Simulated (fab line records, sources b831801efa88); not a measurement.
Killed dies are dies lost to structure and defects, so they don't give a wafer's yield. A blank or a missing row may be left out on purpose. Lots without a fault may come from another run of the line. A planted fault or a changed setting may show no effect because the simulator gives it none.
Which tool did it? | flow sky130 | 12 lots, 36 wafers sampled, at 3 steps of a route of 708

WHAT THE GAUGES READ, wafer by wafer
SKY_VT_ADJUST_NCORE_TW_MEAS_11.
lot  | measured     | on            | VT_ADJUST_NCORE_TW
L106 | day 9 14:46  | film_metro-04 | 219.7 221.0 220.0
L107 | day 9 19:09  | film_metro-04 | 221.5 221.7 221.1
L111 | day 10 17:21 | film_metro-04 | 222.3 221.8 222.2
L112 | day 10 23:14 | film_metro-02 | 217.4 219.3 219.8
L113 | day 11 10:01 | film_metro-04 | 223.0 222.4 223.1
L114 | day 11 17:31 | film_metro-03 | 217.3 217.3 218.3
L115 | day 11 22:56 | film_metro-02 | 220.9 220.5 220.9
L119 | day 13 04:26 | film_metro-04 | 220.3 220.5 221.4
L120 | day 13 15:12 | film_metro-03 | 202.3 204.8 204.0
L121 | day 13 20:12 | film_metro-03 | 203.9 204.0 203.9
L122 | day 14 09:40 | film_metro-03 | 217.7 217.3 218.3
L126 | day 15 04:51 | film_metro-04 | 222.2 220.7 221.1

SKY_POLY_CUT_OVL_MEAS_09.
lot  | measured     | on         | POLY_CUT_OVL (nm)
L106 | day 25 14:57 | overlay-02 | -2 -1 -2
L107 | day 25 19:19 | overlay-01 | -4 -11 7
L111 | day 27 00:16 | overlay-01 | 5 2 0
L112 | day 27 07:57 | overlay-02 | 7 4 -1
L113 | day 27 19:40 | overlay-02 | -13 -2 3
L114 | day 28 04:33 | overlay-01 | -9 -9 -8
L115 | day 28 13:40 | overlay-01 | -5 -7 -8
L119 | day 29 15:39 | overlay-02 | 3 6 5
L120 | day 30 07:16 | overlay-02 | -3 -2 0
L121 | day 30 12:16 | overlay-02 | 4 4 4
L122 | day 30 20:45 | overlay-01 | -3 -3 -2
L126 | day 31 19:36 | overlay-01 | 2 4 5

WHICH TOOL RAN EACH LOT (tool, then ch and the chambers of the sampled wafers, then the start)
lot  | SKY_VT_ADJUST_NCORE_IMPLANT_09
L106 | implanter-03 ch 0, day 9 14:32
L107 | implanter-03 ch 0, day 9 18:56
L111 | implanter-04 ch 0, day 10 17:07
L112 | implanter-04 ch 0, day 10 22:59
L113 | implanter-03 ch 0, day 11 09:46
L114 | implanter-03 ch 0, day 11 17:17
L115 | implanter-04 ch 0, day 11 22:43
L119 | implanter-04 ch 0, day 13 04:11
L120 | implanter-03 ch 0, day 13 14:58
L121 | implanter-03 ch 0, day 13 19:58
L122 | implanter-01 ch 0, day 14 09:25
L126 | implanter-01 ch 0, day 15 04:37
- SKY_VT_ADJUST_NCORE_IMPLANT_09

WHAT THE TOOLS THEMSELVES READ (means of the sampled wafers that have a number; where no wafer has one, the mark that the record gives instead)
SKY_VT_ADJUST_NCORE_IMPLANT_09.
lot  | tool         | beam_energy_keV
L106 | implanter-03 | 9.997
L107 | implanter-03 | 9.998
L111 | implanter-04 | 10.000
L112 | implanter-04 | 9.995
L113 | implanter-03 | 10.004
L114 | implanter-03 | 9.999
L115 | implanter-04 | 10.003
L119 | implanter-04 | 9.997
L120 | implanter-03 | 7.443
L121 | implanter-03 | 7.443
L122 | implanter-01 | 10.001
L126 | implanter-01 | 10.001

THE ANSWER, worked out from the rows above alone
Rule: what is usual is taken from the lots themselves. Put in order of their means at a reading, lots are off if they are a third of the lots or fewer, leave a main group of 4 or more, and stand apart from it by a gap of 3 or more times the standard deviation of the main group's means; of several such gaps the widest counts. A main group whose means are all the same, to the digits that the tables above print for the reading, isn't used. A lot without any number at a reading at which 4 lots or more have one is off too. The other lots that the step has rows for count as sound. The gauges are gone through in route order, then the tools' own readings, and for those a lot's mean is taken as printed above. The first step at which some lot is off is used, and at that step the reading that is off furthest; a lot without a number counts as furthest.
Off: L120, L121, at SKY_VT_ADJUST_NCORE_TW_MEAS_11 (VT_ADJUST_NCORE_TW). The main group: mean 220.4, standard deviation 1.7.
A tool fits if, at a process step before that reading, it ran every lot that is off, and no sound lot after the first of them. The gauges at SKY_VT_ADJUST_NCORE_TW_MEAS_11 aren't tried: what is off there is off at SKY_VT_ADJUST_NCORE_IMPLANT_09 too, on other tools, and a gauge's error can't cause that. One fits: implanter-03 at SKY_VT_ADJUST_NCORE_IMPLANT_09. Its last sound lot is L114 (day 11 17:17), its first lot that is off L120 (day 13 14:58): a fault that began between those two fits.
The tool's own readings at SKY_VT_ADJUST_NCORE_IMPLANT_09 bear it out: on the lots that are off they differ by more than 5 times the standard deviation of the sound lots' means. beam_energy_keV reads 7.443 there against 9.999 on the sound lots.

WHAT THE SIMULATOR HAD PUT IN
Process parameter drift: implanter-03, from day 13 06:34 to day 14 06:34, at SKY_VT_ADJUST_NCORE_IMPLANT_09. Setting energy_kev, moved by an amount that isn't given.
Lots struck among those shown: L120, L121. The rule above found the same.
